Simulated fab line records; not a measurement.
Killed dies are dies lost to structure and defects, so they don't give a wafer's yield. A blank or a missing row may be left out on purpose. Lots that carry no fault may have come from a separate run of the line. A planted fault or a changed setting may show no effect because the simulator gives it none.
Problem report, 8D (eight disciplines) form, completed by code || flow sky130 || the parts of the form that need people (team, actions taken, sign-off) are left out

## 1. WHAT WENT WRONG
Mean of strip_time_to_endpoint_s at SKY_VT_ADJUST_NCORE_STRIP_10: 14.67 s across 9 wafers in 3 lots; on wafers with no fault it is 14.24 s (standard deviation 0.036). That is +12 standard deviations from the usual mean.
The step: strips in O2/N2.
Seen first at day 13 07:19 on plasma_asher-02, wafer L558.3. The record holds 39 wafers of 13 lots with a number at this step. Rule for "out" (also "out of limits"): further than 4 standard deviations from the usual mean. All remaining wafers that have a number are taken as sound.

## 2. WHAT THIS IS AND IS NOT
{"question": "which readings at this step", "is": "strip_time_to_endpoint_s", "is not": "drypump_motor_current_A"}
{"question": "which lots", "is": "L558, L559, L562", "is not": "L545, L546, L547, L549, L550, L555, L564, L565, L567, L568"}
{"question": "which wafers of those lots", "is": "all that have a number", "is not": "-"}
{"question": "read on which tools", "is": "plasma_asher-01, plasma_asher-02", "is not": "plasma_asher-03"}
{"question": "when", "is": "from day 13 07:19", "is not": "up to then (18 sound wafers); but 12 sound wafers of L564, L565, L567, L568 came after"}

## 3. THE SUSPECTS, EACH WITH WHAT RULES IT OUT
Counting: a tool at any process step up to the reading remains a suspect when it ran all the lots that are out and ran no sound lot after the first of those.
- litho_track-04 at SKY_VT_ADJUST_NCORE_COAT_02 (resist thk 1140 nm): kept. All lots that are out passed through it, beginning with L558 at day 12 17:24, and no sound lot followed; its final sound lot before that point was L549 at day 10 02:41.
Remaining after the count: litho_track-04 at SKY_VT_ADJUST_NCORE_COAT_02.

## 4. THE CAUSE (what the simulator had put in)
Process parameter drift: litho_track-04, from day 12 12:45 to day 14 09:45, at SKY_VT_ADJUST_NCORE_COAT_02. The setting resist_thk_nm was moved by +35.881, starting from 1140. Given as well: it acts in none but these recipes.
Only this tool survived the counting.

## 5. THE EFFECT CHAIN, in route order
Each row: a reading whose mean over the struck wafers that have a number lies more than 3 standard deviations from the usual. Only readings for which the record gives a usual standard deviation are gone through. hours: the time from each lot's start at the first step in this table that gives one to its start at this step, as a median over the lots. sigmas: the change in usual standard deviations.
{"hours": 0, "step": "SKY_VT_ADJUST_NCORE_STRIP_10", "reading": "strip_time_to_endpoint_s", "usual": "14.24 s", "on struck wafers": 14.67, "change": "+0.43", "sigmas": "+12"}
It contains these process steps:
- SKY_VT_ADJUST_NCORE_STRIP_10: strips in O2/N2.
At these later measuring or inspecting steps, every struck wafer for which the step has a row has a number for every such reading, and none has moved that far: SKY_VT_ADJUST_PCH_OVL_MEAS_07.

## 6. WHAT WOULD HAVE CAUGHT IT SOONER
First out-of-limits reading in this record: day 13 07:19, which is 19 hours after fault onset at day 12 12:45.
Among the 3 lots that are out, L562 began SKY_VT_ADJUST_NCORE_COAT_02 on litho_track-04 after day 13 07:19. Holding the tool at that time would have saved it.
